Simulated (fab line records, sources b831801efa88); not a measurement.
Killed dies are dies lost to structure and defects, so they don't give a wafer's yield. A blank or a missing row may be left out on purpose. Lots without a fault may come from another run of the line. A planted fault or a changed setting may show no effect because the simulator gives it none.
A struck lot beside a sound one | flow gf180mcu | 15 steps out of a route of 602
Sound: wafers L813.4, L813.5, L813.6. Struck: wafers L822.3, L822.4, L822.6. The cause comes at the end.
At each step with rows: each side's tool, then ch and its chambers, then its first start. Under that, the readings that differ: sound wafers | struck wafers | difference of the means | sigmas: that difference in standard deviations of wafers without a fault.
alike: readings whose means differ by less than 2 such deviations, and words and numbers that are the same on both sides. not compared: withheld readings, readings that some wafer has no value for, bounds like >300 that may hide the same value, and numbers for which the record gives no deviation and whose values overlap.
The two part at a step that has a row with sigmas, a row that says differs or no value, or rows on one side only. Numbers that don't overlap but have no deviation are shown without sigmas and don't part them. A reading that every wafer of one side lacks parts them only if that side has two wafers or more.

first, 1 step without rows for these wafers: GF_LVPWELL_DEVELOP_06 (develop time 60 s).
GF_LVPWELL_OVL_MEAS_07:
  sound on overlay-01, day 5 00:05; struck on overlay-01, day 7 04:41
  alike: LVPWELL_OVL
then, 2 steps without rows for these wafers: GF_LVPWELL_IMPLANT_08; GF_LVPWELL_IMPLANT_09.
GF_LVPWELL_STRIP_10: strips in O2/N2.
  sound on plasma_asher-02 ch 0,1, day 5 00:26; struck on plasma_asher-04 ch 0,1, day 7 05:10
  alike: drypump_motor_current_A, heater_power_w, o2_flow_sccm, oes_product_au, strip_time_to_endpoint_s
  not compared: rf_hours_counter_h
GF_LVPWELL_TW_MEAS_11:
  sound on film_metro-01, day 5 00:32; struck on film_metro-04, day 7 05:16
  reading    | sound       | struck      | difference | sigmas
  LVPWELL_TW | 568 570 571 | 554 552 553 | -17        | -2
then, 6 steps without rows for these wafers: GF_MVSD_DEHYDRATE_00 (time 60 s); GF_MVSD_HMDS_01 (prime time 60 s); GF_MVSD_COAT_02 (resist thk 3000 nm); GF_MVSD_SOFTBAKE_03; GF_MVSD_EXPOSE_04 (exposes mask MVSD, target cd 1000 nm); GF_MVSD_PEB_05.
GF_MVSD_DEVELOP_06: develop time 60 s.
  sound on litho_track-01 ch 0, day 5 15:00; struck on litho_track-03 ch 0, day 7 20:00
  reading              | sound             | struck            | difference | sigmas
  developer_temp_C (C) | 23.11 22.95 22.87 | 20.73 20.67 20.53 | -2.33      | -21
GF_MVSD_OVL_MEAS_07:
  sound on overlay-01, day 5 15:07; struck on overlay-01, day 7 20:35
  alike: MVSD_OVL
GF_PASSIVATION_PROBE_99:
  the record has rows for the sound wafers here (prober-02, day 30 16:07) and none for the struck ones

WHERE THEY PART
First at GF_LVPWELL_TW_MEAS_11; last, within this record, at GF_PASSIVATION_PROBE_99.

WHY: what the simulator had put in
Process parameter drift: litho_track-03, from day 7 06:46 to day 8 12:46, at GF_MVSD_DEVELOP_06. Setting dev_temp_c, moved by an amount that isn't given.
